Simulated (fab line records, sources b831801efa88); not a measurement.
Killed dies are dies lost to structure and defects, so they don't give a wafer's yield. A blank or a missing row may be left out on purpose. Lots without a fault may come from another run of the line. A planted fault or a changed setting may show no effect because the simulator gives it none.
fab line records | flow sfq_line
record lots=7 wafers=19 last_day=77
route steps=325 shown M0@38 I0@43
lots that met no fault: from a run of the same line without faults
start_h: hours from the record's first day to the start of the lot's first wafer shown | wait_h: hours since the lot's step before | " the same as in the row above | L1.1+2: a row that stands for several wafers | - no value, or no start given | * or withheld: withheld | < > ~ a bound
route shown NAME@n: a module of which the file shows steps, and the number in the route of the first | usual: mean/standard deviation of fault-free wafers | same: alike in all rows | chamber/n: place in a boat | sites: the reading at each site | _std_site: their standard deviation | _edge_site: outer sites' mean less inner sites' | radius_mm: how far each site lies from the wafer's centre | mask NAME#n: copy n | behind: the tool/chamber that last shaped the wafer | hold: why the lot was held/for how many hours/how that ended | device: the transistor (n, p or np) that didn't switch | end of line: the same wafers' tests at the end of the route | a step without rows: its recipe alone | killed: dies lost to structure and defects at the first sort, not the wafer's yield | map: a wafer's dies, x killed, . not, _ none there
set.NAME: the setting as run; set.NAME@STEP: as run at that earlier step | model.NAME: the simulator's own value behind a step, which no gauge read
lots at some steps of the route; a table a step, a row a wafer
services: from which hour (start_h, from the record's first day; less than 0 if before it) a tool's chamber was out of use, for how many hours, and why
## steps
# step SFQ_M0_OVL_MEAS_906
# usual M0_OVL=-3/4.8
# columns lot.wafer tool chamber start_h wait_h M0_OVL[nm]
L811.3 overlay-02 - 177.01 0.1 -3
L811.4 " - " " 1
L811.5 " - " " -12
L813.4 overlay-01 - 183.02 0.1 0
L813.5 " - " " -4
L813.6 " - " " -5
L817.2 overlay-01 - 220.21 0.1 -8
L817.4 " - " " 0
L817.5 " - " " 0
L820.1 overlay-02 - 238.20 0.1 -4
L820.4 " - " " -6
L821.1 overlay-02 - 246.15 0.1 -8
L821.3 " - " " -9
L821.5 " - " " -1
L822.2 overlay-01 - 249.76 0.1 10
L822.3 " - " " 5
L831.1 overlay-01 - 312.01 0.1 2
L831.3 " - " " 1
L831.4 " - " " 0
# step SFQ_TRILAYER_M0_BARC_OPEN_METAL_ETCH_031
# recipe mask_material=PR chemistry=O2 target_depth_nm=125 target=BARC icp_w=600 bias_w=80 pressure_mtorr=10 time_s=41.7
# usual drypump_motor_current_A=5.7/0.43 oes_product_au=0.685/0.0046
# columns lot.wafer tool chamber start_h wait_h drypump_motor_current_A oes_product_au rf_hours_counter_h
L811.3 rie_metal-04 0 177.08 0.1 6.0 0.683 -
L811.4 " 0 " " 6.0 0.675 -
L811.5 " 0 " " 6.0 0.687 -
L813.4 rie_metal-01 1 183.06 0.0 5.9 0.690 -
L813.5 " 0 " " 5.0 0.682 -
L813.6 " 1 " " 5.8 0.685 -
L817.2 rie_metal-01 0 220.24 0.0 5.0 0.683 33
L817.4 " 1 " " 5.8 0.676 -
L817.5 " 0 " " 5.0 0.686 -
L820.1 rie_metal-04 0 238.24 0.0 6.0 0.682 141
L820.4 " 0 " " 6.0 0.689 -
L821.1 rie_metal-04 0 246.19 0.0 6.0 0.688 144
L821.3 " 0 " " 6.0 0.678 -
L821.5 " 0 " " 6.0 0.691 -
L822.2 rie_metal-04 0 249.81 0.0 6.0 0.692 -
L822.3 " 0 " " 6.0 0.693 -
L831.1 rie_metal-01 1 312.04 0.0 5.8 0.688 30
L831.3 " 1 " " 5.8 0.695 -
L831.4 " 0 " " 5.0 0.692 -
# step SFQ_TRILAYER_M0_ETCH_METAL_ETCH_024
# recipe target=Nb stop_on=SiO2 mask_material=PR chemistry=Cl2/Ar target_depth_nm=240 icp_w=600 bias_w=80 pressure_mtorr=10 time_s=120
# usual drypump_motor_current_A=5.7/0.42 oes_product_au=0.895/0.0083
# columns lot.wafer tool chamber start_h wait_h drypump_motor_current_A oes_product_au rf_hours_counter_h
L811.3 rie_metal-04 0 177.24 0.1 6.0 0.891 -
L811.4 " 0 " " 6.0 0.869 -
L811.5 " 0 " " 6.0 0.876 -
L813.4 rie_metal-01 1 183.14 0.1 5.8 0.898 -
L813.5 " 0 " " 5.0 0.898 -
L813.6 " 1 " " 5.8 0.890 -
L817.2 rie_metal-01 0 220.30 0.0 5.0 0.898 33
L817.4 " 1 " " 5.8 0.902 -
L817.5 " 0 " " 5.0 0.902 -
L820.1 rie_metal-04 0 238.36 0.1 6.0 0.886 141
L820.4 " 0 " " 6.0 0.897 -
L821.1 rie_metal-04 0 246.31 0.1 6.0 0.882 144
L821.3 " 0 " " 6.0 0.892 -
L821.5 " 0 " " 6.0 0.884 -
L822.2 rie_metal-04 0 249.95 0.1 6.0 0.896 -
L822.3 " 0 " " 6.0 0.909 -
L831.1 rie_metal-01 1 312.10 0.0 5.9 0.905 30
L831.3 " 1 " " 5.8 0.879 -
L831.4 " 0 " " 5.0 0.900 -
# step SFQ_TRILAYER_M0_STRIP_STRIP_025
# recipe gas=O2 power_w=200 platen_temp_c=40 overash_fraction=0.65 chemistry=O2 pressure_mtorr=50
# step SFQ_TRILAYER_M0_STRIP_SOLV_CLEAN_026
# recipe chemistry=NMP temp_c=70 time_s=600
# step SFQ_TRILAYER_I0_DEP_PECVD_027
# recipe material=SiO2 temp_c=150 time_s=111.11 pressure_torr=2.4 rf_w=183.3 precursor=SiH4/N2O target_thk_nm=500
# usual heater_power_w=83/9.1 throttle_valve_pct=24.2/0.97
# columns lot.wafer tool chamber start_h wait_h heater_power_w throttle_valve_pct
L811.3 pecvd-01 1 178.78 0.0 77 25.2
L811.4 " 1 " " 83 25.1
L811.5 " 0 " " 82 24.6
L813.4 pecvd-03 2 184.04 0.0 87 23.9
L813.5 " 0 " " 94 24.3
L813.6 " 1 " " 80 23.5
L817.2 pecvd-04 2 221.23 0.0 91 22.1
L817.4 " 0 " " 72 22.5
L817.5 " 2 " " 91 22.1
L820.1 pecvd-04 0 239.98 0.0 71 22.6
L820.4 " 2 " " 83 22.0
L821.1 pecvd-01 2 247.93 0.0 88 23.4
L821.3 " 0 " " 84 25.2
L821.5 " 0 " " 66 24.8
L822.2 pecvd-01 0 251.53 0.0 76 25.1
L822.3 " 1 " " 93 25.4
L831.1 pecvd-03 0 313.02 0.0 99 24.9
L831.3 " 1 " " 91 23.9
L831.4 " 1 " " 73 24.1
# step SFQ_TRILAYER_I0_CMP_CMP_028
# recipe material=SiO2 down_force_psi=3 platen_rpm=60 pad_velocity_m_s=0.94248
# step SFQ_I0_BOW_MEAS_907
# recipe mode=bow
# usual I0_BOW=0/7.3
# columns lot.wafer tool chamber start_h wait_h I0_BOW[um]
L811.3 film_metro-01 - 182.31 2.5 -5
L811.4 " - " " -4
L811.5 " - " " -2
L813.4 film_metro-01 - 187.13 1.6 5
L813.5 " - " " 3
L813.6 " - " " -1
L817.2 film_metro-02 - 224.33 1.0 4
L817.4 " - " " 3
L817.5 " - " " 4
L820.1 film_metro-02 - 245.65 1.5 -4
L820.4 " - " " -1
L821.1 film_metro-02 - 257.63 2.0 -6
L821.3 " - " " 2
L821.5 " - " " -2
L822.2 film_metro-01 - 263.36 2.0 5
L822.3 " - " " 15
L831.1 film_metro-02 - 320.63 1.5 -5
L831.3 " - " " 8
L831.4 " - " " -2
# step SFQ_TRILAYER_I0_METRO_MEASURE_029
# usual thk_nm=200.2/1.4
# columns lot.wafer tool chamber start_h wait_h thk_nm
L811.3 film_metro-01 - 182.79 0.5 200.9
L811.4 " - " " 198.7
L811.5 " - " " 200.4
L813.4 film_metro-01 - 187.79 0.6 201.6
L813.5 " - " " 201.4
L813.6 " - " " 199.1
L817.2 film_metro-02 - 224.63 0.3 198.4
L817.4 " - " " 200.8
L817.5 " - " " 201.0
L820.1 film_metro-02 - 245.77 0.1 200.6
L820.4 " - " " 199.8
L821.1 film_metro-02 - 257.75 0.1 198.1
L821.3 " - " " 197.4
L821.5 " - " " 198.9
L822.2 film_metro-01 - 263.66 0.3 199.3
L822.3 " - " " 200.2
L831.1 film_metro-02 - 320.75 0.1 201.6
L831.3 " - " " 203.1
L831.4 " - " " 198.7
# step SFQ_TRILAYER_I0_VIA_LITHO_COAT_036
# recipe resist=BARC spin_rpm=3000 resist_thk_nm=62
# step SFQ_TRILAYER_I0_VIA_LITHO_COAT_031
# recipe resist=KrF spin_rpm=3000 resist_thk_nm=650
# step SFQ_TRILAYER_I0_VIA_LITHO_SOFTBAKE_035
# recipe temp_c=withheld time_s=withheld resist=KrF
# step SFQ_TRILAYER_I0_VIA_LITHO_EXPOSE_032
# recipe mask_id=I0 na=0.6 source_shape=conventional sigma_outer=0.65 target_cd_nm=500 dose_mj=21.3
# columns lot.wafer tool chamber start_h wait_h mask
L811.3+4+5 krf_scanner-01 0 238.30 - I0#0
L813.4+5+6 krf_scanner-01 0 247.65 - I0#0
L817.2+4+5 krf_scanner-01 0 289.11 - I0#0
L820.1+4 krf_scanner-01 0 311.71 - I0#0
L821.1+3+5 krf_scanner-01 0 323.71 - I0#0
L822.2+3 krf_scanner-01 0 331.11 - I0#0
L831.1+3+4 krf_scanner-01 0 381.31 - I0#0
# step SFQ_TRILAYER_I0_VIA_LITHO_PEB_034
# recipe peb_temp_c=115 peb_time_s=60 resist=KrF
# step SFQ_TRILAYER_I0_VIA_LITHO_DEVELOP_033
# recipe time_s=60 resist=KrF
# step SFQ_I0_OVL_MEAS_908
# usual I0_OVL=-1/5.3
# columns lot.wafer tool chamber start_h wait_h I0_OVL[nm]
L811.3 overlay-02 - 239.41 0.1 2
L811.4 " - " " 4
L811.5 " - " " 0
L813.4 overlay-01 - 248.57 0.1 -3
L813.5 " - " " -5
L813.6 " - " " -9
L817.2 overlay-01 - 290.41 0.1 -5
L817.4 " - " " -1
L817.5 " - " " -1
L820.1 overlay-02 - 313.21 0.1 2
L820.4 " - " " -6
L821.1 overlay-02 - 325.21 0.1 -1
L821.3 " - " " -7
L821.5 " - " " -4
L822.2 overlay-01 - 332.41 0.1 -3
L822.3 " - " " 2
L831.1 overlay-02 - 382.81 0.1 3
L831.3 " - " " -1
L831.4 " - " " -3
# step SFQ_TRILAYER_I0_VIA_BARC_OPEN_VIA_ETCH_046
# recipe mask_material=PR chemistry=O2 target_depth_nm=125 target=BARC source_w=500 bias_w=80 pressure_mtorr=30 time_s=41.7
# usual drypump_motor_current_A=5.7/0.42 oes_product_au=0.685/0.0042
# columns lot.wafer tool chamber start_h wait_h drypump_motor_current_A oes_product_au rf_hours_counter_h model.I0.cd_nm
L811.3 rie_diel-01 2 239.44 0.0 6.1 0.685 101 498.3
L811.4 " 0 " " 4.8 0.686 119 499.7
L811.5 " 3 " " 5.7 0.682 - 499.9
L813.4 rie_diel-04 1 248.59 0.0 5.8 0.684 102 501.8
L813.5 " 2 " " 5.9 0.683 - 501.2
L813.6 " 3 " " 5.8 0.685 - 502.4
L817.2 rie_diel-01 2 290.44 0.0 6.1 0.684 102 499.5
L817.4 " 0 " " 4.8 0.680 121 497.8
L817.5 " 1 " " 5.8 0.688 - 500.3
L820.1 rie_diel-01 1 313.24 0.0 5.8 0.686 56 510.9
L820.4 " 1 " " 5.8 0.690 - 499.7
L821.1 rie_diel-01 0 325.24 0.0 4.7 0.679 121 511.9
L821.3 " 1 " " 5.8 0.691 56 500.7
L821.5 " 0 " " 4.8 0.685 - 499.2
L822.2 rie_diel-02 0 332.44 0.0 6.0 0.683 33 513
L822.3 " 2 " " 6.1 0.680 0 501
L831.1 rie_diel-04 3 382.84 0.0 5.8 0.685 103 501.4
L831.3 " 1 " " 5.8 0.685 104 500.5
L831.4 " 2 " " 5.9 0.688 11 499.9
# step SFQ_TRILAYER_I0_VIA_ETCH_VIA_ETCH_034
# recipe target=SiO2 stop_on=Nb mask_material=PR taper_deg=20 chemistry=CHF3 target_depth_nm=260 source_w=500 bias_w=80 pressure_mtorr=30 time_s=withheld
# usual drypump_motor_current_A=5.7/0.42 oes_product_au=0.855/0.0053
# columns lot.wafer tool chamber start_h wait_h drypump_motor_current_A oes_product_au model.I0.cd_nm
L811.3 rie_diel-01 2 239.48 0.0 6.1 0.865 496.3
L811.4 " 0 " " 4.8 0.844 500.9
L811.5 " 3 " " 5.8 0.852 501
L813.4 rie_diel-04 1 248.63 0.0 5.8 0.859 504.8
L813.5 " 2 " " 5.9 0.858 503
L813.6 " 3 " " 5.8 0.855 499.7
L817.2 rie_diel-01 2 290.48 0.0 6.1 0.849 498
L817.4 " 0 " " 4.8 0.855 500.7
L817.5 " 1 " " 5.8 0.859 500.2
L820.1 rie_diel-01 1 313.28 0.0 5.9 0.854 509.2
L820.4 " 1 " " 5.8 0.853 499.5
L821.1 rie_diel-01 0 325.28 0.0 4.7 0.842 515.7
L821.3 " 1 " " 5.9 0.843 502.2
L821.5 " 0 " " 4.8 0.857 502
L822.2 rie_diel-02 0 332.48 0.0 6.0 0.852 510.4
L822.3 " 2 " " 6.1 0.855 498.5
L831.1 rie_diel-04 3 382.88 0.0 5.8 0.859 498.5
L831.3 " 1 " " 5.8 0.863 501
L831.4 " 2 " " 5.9 0.842 501.1
# step SFQ_TRILAYER_I0_VIA_STRIP_STRIP_035
# recipe gas=O2 power_w=200 platen_temp_c=40 overash_fraction=0.65 chemistry=O2 pressure_mtorr=50
# usual drypump_motor_current_A=5.6/0.46 oes_product_au=1.002/0.012
# columns lot.wafer tool chamber start_h wait_h drypump_motor_current_A oes_product_au rf_hours_counter_h
L811.3 rie_metal-02 0 239.79 - 6.3 0.993 -
L811.4 " 1 " " 5.6 0.985 -
L811.5 " 1 " " 5.6 0.984 -
L813.4 rie_metal-01 0 248.94 - 5.0 1.016 -
L813.5 " 1 " " 5.8 1.000 -
L813.6 " 0 " " 5.0 1.018 -
L817.2 rie_metal-01 1 290.59 - 5.8 0.995 28
L817.4 " 0 " " 5.0 1.017 -
L817.5 " 1 " " 5.8 0.990 -
L820.1 rie_metal-02 1 313.39 - 5.6 1.000 35
L820.4 " 0 " " 6.4 1.005 -
L821.1 rie_metal-01 0 325.39 - 5.0 1.007 50
L821.3 " 0 " " 5.0 1.023 -
L821.5 " 1 " " 5.8 1.003 -
L822.2 rie_metal-02 0 332.59 - 6.3 1.011 24
L822.3 " 0 " " 6.3 1.006 -
L831.1 rie_metal-03 0 382.99 - 5.1 1.036 151
L831.3 " 1 " " 5.3 0.997 -
L831.4 " 0 " " 5.1 1.031 -
## services
# columns tool chamber start_h hours kind
film_metro-02 - 154.06 0.3 pm
pecvd-01 - 162.98 0.9 repair
pecvd-01 - 173.21 5.5 pm
rie_diel-01 1 177.23 4.8 repair
film_metro-02 - 186.51 1.5 pm
rie_diel-04 1 191.93 4.2 repair
rie_metal-04 - 196.31 0.7 repair
rie_diel-04 - 211.37 0.3 repair
film_metro-01 - 213.11 0.3 pm
film_metro-01 - 223.58 1.2 pm
film_metro-02 - 233.22 1.7 pm
krf_scanner-01 - 242.70 0.8 pm
rie_metal-01 - 249.43 1.4 repair
rie_diel-04 - 250.12 0.1 repair
krf_scanner-01 - 261.45 1.3 pm
krf_scanner-01 - 263.95 1.0 pm
rie_diel-01 3 278.63 8.8 repair
rie_metal-01 - 298.66 1.4 pm
rie_diel-04 - 311.40 1.0 repair
film_metro-02 - 321.95 1.0 pm
rie_metal-01 0 368.78 20.3 repair
rie_metal-01 - 374.90 0.7 repair
rie_metal-04 - 375.99 2.8 pm
rie_diel-04 - 377.89 2.8 pm
## key
first_sign none at tools or gauges
model_effect step=SFQ_TRILAYER_I0_VIA_BARC_OPEN_VIA_ETCH_046 value=I0.cd_nm without=500.4 struck=511.9
model_effect step=SFQ_TRILAYER_I0_VIA_ETCH_VIA_ETCH_034 value=I0.cd_nm without=500.3 struck=511.8
met_at SFQ_TRILAYER_I0_VIA_LITHO_EXPOSE_032
struck_wafers L820.1,L821.1,L822.2
onset_between 289.11 311.71
fault kind=process_parameter_drift tool=krf_scanner-01 chamber=- onset_h=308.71 steps=SFQ_TRILAYER_I0_VIA_LITHO_EXPOSE_032 channel=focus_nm offset=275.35 shape=step end_h=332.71 scope=struck_wafers_only
